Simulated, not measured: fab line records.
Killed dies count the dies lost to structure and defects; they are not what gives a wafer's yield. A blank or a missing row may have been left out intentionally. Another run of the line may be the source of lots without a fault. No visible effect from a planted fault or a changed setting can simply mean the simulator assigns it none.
Struck lot and sound lot, side by side | flow sfq_line | 14 steps out of a route of 325
Sound: wafers L540.3, L540.4, L540.6. Struck: wafers L533.3, L533.5, L533.6. Last of all comes the cause.
For every step that has rows: the tool of each side, followed by ch and its chambers, followed by its first start. Under that, the readings that differ: sound wafers | struck wafers | difference of the means | sigmas: that difference in standard deviations of wafers without a fault.
alike: words and numbers the same on both sides, and readings whose means are apart by under 2 such deviations; not compared: readings that were withheld, readings missing a value for some wafer, numbers with overlapping values and no deviation given by the record, and bounds like >300 which may hide the same value.
A row with sigmas, a row that says differs or no value, or rows on one side alone: a step with any of these is where the two part. When numbers do not overlap yet have no deviation, they are printed without sigmas and do not part them. A reading missing from all wafers of one side parts the sides only when that side holds two or more wafers.

SFQ_M0_OVL_MEAS_906:
  sound: overlay-01 at day 15 16:56; struck: overlay-02 at day 13 04:44
  alike: M0_OVL
SFQ_TRILAYER_M0_BARC_OPEN_METAL_ETCH_031: etches BARC in O2, target depth 125 nm, time 41.7 s.
  sound on rie_metal-03 ch 0,1, day 15 16:58; struck on rie_metal-02 ch 0, day 13 04:48
  alike: chamber_pressure_mTorr, drypump_motor_current_A, oes_product_au
  not compared: rf_hours_counter_h
SFQ_TRILAYER_M0_ETCH_METAL_ETCH_024: etches Nb in Cl2/Ar, stops on SiO2, target depth 240 nm, time 120 s.
  sound on rie_metal-03 ch 0,1, day 15 17:03; struck on rie_metal-02 ch 0, day 13 04:58
  alike: chamber_pressure_mTorr, drypump_motor_current_A, oes_product_au
  not compared: rf_hours_counter_h
SFQ_TRILAYER_M0_STRIP_STRIP_025: strips in O2.
  sound on rie_metal-03 ch 0,1, day 15 17:20; struck on rie_metal-02 ch 0, day 13 05:32
  alike: chamber_pressure_mTorr, drypump_motor_current_A, oes_product_au
  not compared: rf_hours_counter_h
then, 1 step without rows for these wafers: SFQ_TRILAYER_M0_STRIP_SOLV_CLEAN_026 (cleans in NMP, time 600 s).
SFQ_TRILAYER_I0_DEP_PECVD_027: deposits SiO2 from SiH4/N2O, time 111.11 s, target thk 500 nm.
  sound on pecvd-03 ch 0,1,2, day 15 17:55; struck on pecvd-02 ch 1,2, day 13 06:30
  reading                | sound          | struck         | difference | sigmas
  throttle_valve_pct (%) | 25.6 23.9 25.5 | 22.7 23.5 23.4 | -1.8       | -2
  alike: heater_power_w
then, 1 step without rows for these wafers: SFQ_TRILAYER_I0_CMP_CMP_028 (polishes SiO2).
SFQ_I0_BOW_MEAS_907:
  sound: film_metro-03 at day 15 23:03; struck: film_metro-02 at day 13 19:37
  alike: I0_BOW
SFQ_TRILAYER_I0_METRO_MEASURE_029:
  sound: film_metro-03 at day 15 23:32; struck: film_metro-02 at day 13 20:06
  alike: thk_nm
then, 3 steps without rows for these wafers: SFQ_TRILAYER_I0_VIA_LITHO_COAT_036 (resist thk 62 nm); SFQ_TRILAYER_I0_VIA_LITHO_COAT_031 (resist thk 650 nm); SFQ_TRILAYER_I0_VIA_LITHO_SOFTBAKE_035.
-- the record jumps here: 5 days lie between the struck wafers' starts before and after --
SFQ_TRILAYER_I0_VIA_LITHO_EXPOSE_032: exposes mask I0, target cd 500 nm.
  struck on krf_scanner-02, day 18 23:46; sound on krf_scanner-01 ch 0, day 21 17:03
  no value came back on the struck wafers for exposure_dose_mJ_cm2, focus_offset_nm (nm), na; on the sound wafers exposure_dose_mJ_cm2 reads 21.319 21.326 21.322
  alike: mask
then, 1 step without rows for these wafers: SFQ_TRILAYER_I0_VIA_LITHO_PEB_034 (peb time 60 s).

== WHERE THEY PART ==
Earliest at SFQ_TRILAYER_I0_DEP_PECVD_027; latest, in this record, at SFQ_TRILAYER_I0_VIA_LITHO_EXPOSE_032.

WHY: what had been put in by the simulator
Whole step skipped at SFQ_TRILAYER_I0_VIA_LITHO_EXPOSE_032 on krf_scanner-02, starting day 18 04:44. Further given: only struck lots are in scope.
